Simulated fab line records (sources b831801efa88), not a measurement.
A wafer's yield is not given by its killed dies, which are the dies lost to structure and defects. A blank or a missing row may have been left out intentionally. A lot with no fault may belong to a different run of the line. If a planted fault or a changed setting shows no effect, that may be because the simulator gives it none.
Which tool is to blame? / flow gf180mcu / 14 lots, 42 wafers sampled, at 2 steps of a route of 602

== WHAT THE GAUGES READ, wafer by wafer ==
GF_V2_THK_MEAS_03.
lot=L895; measured=day 19 04:42; on=filmMetro-02; V2_CVD_02_THK (nm)=839 844 849
lot=L896; measured=day 19 15:56; on=filmMetro-03; V2_CVD_02_THK (nm)=839 857 855
lot=L898; measured=day 20 09:12; on=filmMetro-03; V2_CVD_02_THK (nm)=841 849 844
lot=L899; measured=day 20 15:20; on=filmMetro-02; V2_CVD_02_THK (nm)=850 839 849
lot=L900; measured=day 20 17:58; on=filmMetro-03; V2_CVD_02_THK (nm)=846 843 855
lot=L905; measured=day 22 23:05; on=filmMetro-02; V2_CVD_02_THK (nm)=850 852 848
lot=L906; measured=day 23 07:05; on=filmMetro-02; V2_CVD_02_THK (nm)=841 861 852
lot=L908; measured=day 24 01:28; on=filmMetro-04; V2_CVD_02_THK (nm)=834 850 845
lot=L912; measured=day 25 04:13; on=filmMetro-04; V2_CVD_02_THK (nm)=848 852 833
lot=L914; measured=day 25 19:16; on=filmMetro-03; V2_CVD_02_THK (nm)=852 840 861
lot=L915; measured=day 26 07:24; on=filmMetro-03; V2_CVD_02_THK (nm)=847 842 849
lot=L916; measured=day 27 04:07; on=filmMetro-04; V2_CVD_02_THK (nm)=858 867 872
lot=L917; measured=day 27 05:37; on=filmMetro-02; V2_CVD_02_THK (nm)=855 853 869
lot=L918; measured=day 27 18:01; on=filmMetro-03; V2_CVD_02_THK (nm)=840 843 846

== WHAT TOOL EACH LOT RAN ON (gives the tool, then ch and the chambers of the sampled wafers, and finally the start) ==
lot=L895; GF_V2_CVD_02=pecvd-03 ch 0,2, day 19 04:37
lot=L896; GF_V2_CVD_02=pecvd-03 ch 1,2, day 19 15:51
lot=L898; GF_V2_CVD_02=pecvd-01 ch 0,1,2, day 20 09:07
lot=L899; GF_V2_CVD_02=pecvd-02 ch 0,1,2, day 20 15:16
lot=L900; GF_V2_CVD_02=pecvd-03 ch 0,1,2, day 20 17:53
lot=L905; GF_V2_CVD_02=pecvd-01 ch 0,1,2, day 22 23:00
lot=L906; GF_V2_CVD_02=pecvd-02 ch 0,1, day 23 07:00
lot=L908; GF_V2_CVD_02=pecvd-03 ch 0,1,2, day 24 01:22
lot=L912; GF_V2_CVD_02=pecvd-03 ch 0,1,2, day 25 04:09
lot=L914; GF_V2_CVD_02=pecvd-01 ch 0,1, day 25 19:12
lot=L915; GF_V2_CVD_02=pecvd-02 ch 0,1, day 26 07:20
lot=L916; GF_V2_CVD_02=pecvd-01 ch 0,1,2, day 27 04:02
lot=L917; GF_V2_CVD_02=pecvd-02 ch 0,1, day 27 05:33
lot=L918; GF_V2_CVD_02=pecvd-01 ch 1,2, day 27 17:57
- GF_V2_CVD_02: deposits SiO2 from TEOS, target thk 850 nm, time 94.851 s.

== AS READ BY THE TOOLS THEMSELVES (means over the sampled wafers that have a number; for cases with no such wafer, the mark the record gives instead) ==
GF_V2_CVD_02.
lot=L895; tool=pecvd-03; heaterPowerW (W)=681
lot=L896; tool=pecvd-03; heaterPowerW (W)=619
lot=L898; tool=pecvd-01; heaterPowerW (W)=543
lot=L899; tool=pecvd-02; heaterPowerW (W)=574
lot=L900; tool=pecvd-03; heaterPowerW (W)=666
lot=L905; tool=pecvd-01; heaterPowerW (W)=637
lot=L906; tool=pecvd-02; heaterPowerW (W)=606
lot=L908; tool=pecvd-03; heaterPowerW (W)=645
lot=L912; tool=pecvd-03; heaterPowerW (W)=592
lot=L914; tool=pecvd-01; heaterPowerW (W)=584
lot=L915; tool=pecvd-02; heaterPowerW (W)=611
lot=L916; tool=pecvd-01; heaterPowerW (W)=624
lot=L917; tool=pecvd-02; heaterPowerW (W)=571
lot=L918; tool=pecvd-01; heaterPowerW (W)=478

== THE ANSWER, worked out from the rows above alone ==
Rule: usual is defined by the lots themselves. The widest of any qualifying gaps counts: lots, ordered by their means at a reading, are off when they make up no more than a third of the lots, leave a main group of 4 or more, and stand apart from it by 3 or more times the standard deviation of that group's means. A main group is skipped when, at the precision printed for the reading in the tables above, its means are all equal. Also off: a lot with no number at a reading for which 4 or more lots have one. The other lots that the step has rows for count as sound. First the gauges in route order, then the tools' own readings, where a lot's mean is used as printed above. The first step at which some lot is off is used, and at that step the reading that is off furthest; a lot without a number counts as furthest.
No lot is off on any of the readings shown, so nothing can be concluded from this.

== WHAT THE SIMULATOR HAD PUT IN ==
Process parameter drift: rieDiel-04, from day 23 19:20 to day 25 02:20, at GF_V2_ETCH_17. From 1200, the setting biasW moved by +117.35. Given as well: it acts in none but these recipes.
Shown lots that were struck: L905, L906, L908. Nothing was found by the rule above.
